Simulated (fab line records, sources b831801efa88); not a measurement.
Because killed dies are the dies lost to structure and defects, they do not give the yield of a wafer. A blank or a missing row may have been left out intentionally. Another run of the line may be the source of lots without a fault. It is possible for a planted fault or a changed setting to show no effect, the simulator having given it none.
Chamber matching / flow gf180mcu / GF_V5_CVD_02 on pecvd-01 has 3 sister chambers
The step deposits SiO2 from TEOS, target thk 1450 nm, time 163.28 s. 6 wafers are shown with their chamber, then 12 later ones without.

WAFERS WITH THEIR CHAMBER
wafer=L090.3; chamber=1; heater_power_w (W)=653; heater_power_outer_w (W)=395
wafer=L091.1; chamber=1; heater_power_w (W)=682; heater_power_outer_w (W)=396
wafer=L091.3; chamber=2; heater_power_w (W)=888; heater_power_outer_w (W)=501
wafer=L092.3; chamber=0; heater_power_w (W)=582; heater_power_outer_w (W)=340
wafer=L092.5; chamber=0; heater_power_w (W)=657; heater_power_outer_w (W)=394
wafer=L092.6; chamber=2; heater_power_w (W)=820; heater_power_outer_w (W)=470

WAFERS WITH NO CHAMBER GIVEN
wafer=L093.1; heater_power_w (W)=551; heater_power_outer_w (W)=305
wafer=L093.4; heater_power_w (W)=624; heater_power_outer_w (W)=370
wafer=L093.6; heater_power_w (W)=539; heater_power_outer_w (W)=295
wafer=L094.2; heater_power_w (W)=678; heater_power_outer_w (W)=414
wafer=L094.4; heater_power_w (W)=790; heater_power_outer_w (W)=467
wafer=L094.5; heater_power_w (W)=631; heater_power_outer_w (W)=361
wafer=L096.2; heater_power_w (W)=631; heater_power_outer_w (W)=372
wafer=L096.5; heater_power_w (W)=669; heater_power_outer_w (W)=406
wafer=L096.6; heater_power_w (W)=830; heater_power_outer_w (W)=469
wafer=L097.1; heater_power_w (W)=660; heater_power_outer_w (W)=391
wafer=L097.3; heater_power_w (W)=818; heater_power_outer_w (W)=462
wafer=L097.5; heater_power_w (W)=936; heater_power_outer_w (W)=575

EACH ONE'S CHAMBER
wafer=L093.1; from the rows above=can't be placed: 0 or 1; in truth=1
wafer=L093.4; from the rows above=can't be placed: 0 or 1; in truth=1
wafer=L093.6; from the rows above=can't be placed: 0 or 1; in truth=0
wafer=L094.2; from the rows above=can't be placed: 1 or 0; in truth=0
wafer=L094.4; from the rows above=2; in truth=2
wafer=L094.5; from the rows above=can't be placed: 0 or 1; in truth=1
wafer=L096.2; from the rows above=can't be placed: 0 or 1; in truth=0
wafer=L096.5; from the rows above=can't be placed: 1 or 0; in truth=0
wafer=L096.6; from the rows above=2; in truth=2
wafer=L097.1; from the rows above=can't be placed: 1 or 0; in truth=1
wafer=L097.3; from the rows above=2; in truth=2
wafer=L097.5; from the rows above=2; in truth=2
Correctly placed: 4 of 12. These rows do not allow placing 8 (true chamber among the candidates in 8). Number placed wrongly: 0.
How it was worked out, from the rows above alone: a wafer's distance from a chamber is the root of the sum, over the readings, of the square of ((its reading less the chamber's mean) divided by the reading's scatter). The wafer belongs to the nearest chamber; if the next one is less than 2 further off, it can't be placed. A chamber's mean is the mean of its shown wafers. How the scatter is found: for the shown wafers, subtract from each reading the mean of its chamber, square and add these, divide the total by (wafers less chambers), then take the root.
